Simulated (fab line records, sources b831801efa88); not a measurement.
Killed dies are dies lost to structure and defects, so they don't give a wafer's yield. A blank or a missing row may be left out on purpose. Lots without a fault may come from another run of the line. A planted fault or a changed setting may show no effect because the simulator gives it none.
One fault seen from 2 desks | flow sky130 | each desk has only its own numbers; what lay behind them comes last

THE TOOL OWNER'S DESK: pvd_sputter-03
The tool's own readings at SKY_CAP2M_SPUTTER_02 (material TiN, target thk 200 nm, time 166.7 s): means of the sampled wafers that have a number, for each lot that ran on this tool. A lot is out of limits, marked OUT, if its mean lies more than 4 standard deviations from the usual mean; the brackets give that distance.
Columns: A = cathode_dc_power_W at SKY_CAP2M_SPUTTER_02, usual 6499.8 W; B = chamber_pressure_pa at SKY_CAP2M_SPUTTER_02, usual 0.4001 Pa; C = throttle_valve_pct at SKY_CAP2M_SPUTTER_02, usual 30.2 %
lot  | first seen here | A      | B                | C
L920 | day 39 18:19    | 6499.9 | 0.4003           | 30.2
L921 | day 40 05:36    | 6499.8 | 0.3998           | 30.8
L928 | day 42 11:38    | 6500.5 | 0.4003           | 29.7
L941 | day 45 22:49    | 6499.5 | 0.4553 (+61) OUT | 28.3
L942 | day 46 01:31    | 6500.7 | 0.4540 (+60) OUT | 28.3
This desk's finding: out of limits on L941, L942; first on L941, day 45 22:49 (chamber_pressure_pa at SKY_CAP2M_SPUTTER_02). In limits: L920, L921, L928.

THE METROLOGY DESK
What the gauges read, lot by lot, whatever tool the lot ran on: means of the sampled wafers that have a number. A lot is out of limits, marked OUT, if its mean lies more than 4 standard deviations from the usual mean; the brackets give that distance.
Columns: A = VIA3_W_THK at SKY_VIA3_THK_MEAS_23, usual 391 nm
lot  | first seen here | A
L919 | day 39 05:11    | 392
L920 | day 39 17:43    | 386
L921 | day 40 05:02    | 400
L922 | day 40 16:13    | 401
L923 | day 40 22:36    | 400
L924 | day 41 02:12    | 387
L925 | day 41 08:48    | 387
L927 | day 41 23:10    | 389
L928 | day 42 11:02    | 390
L929 | day 42 15:13    | 380
L941 | day 45 22:14    | 396
L942 | day 46 00:56    | 382
This desk's finding: nothing out of limits on any of the 12 lots.

PUT TOGETHER
The tool owner's desk could have raised an alarm at day 45 22:49, on L941, L942.
The metrology desk saw nothing out of limits.
The metrology desk has L941, L942 on record, within its limits.
Of the lots named, all ran SKY_CAP2M_SPUTTER_02 on pvd_sputter-03.

WHAT THE SIMULATOR HAD PUT IN
Process parameter drift: pvd_sputter-03, from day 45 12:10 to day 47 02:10, at SKY_CAP2M_SPUTTER_02. Setting chamber_pressure_pa, moved by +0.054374, from 0.4. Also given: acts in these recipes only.
Lots struck among those shown: L941, L942.
Hours from the fault's start to each desk's first reading out of limits: the tool owner's desk, 11.
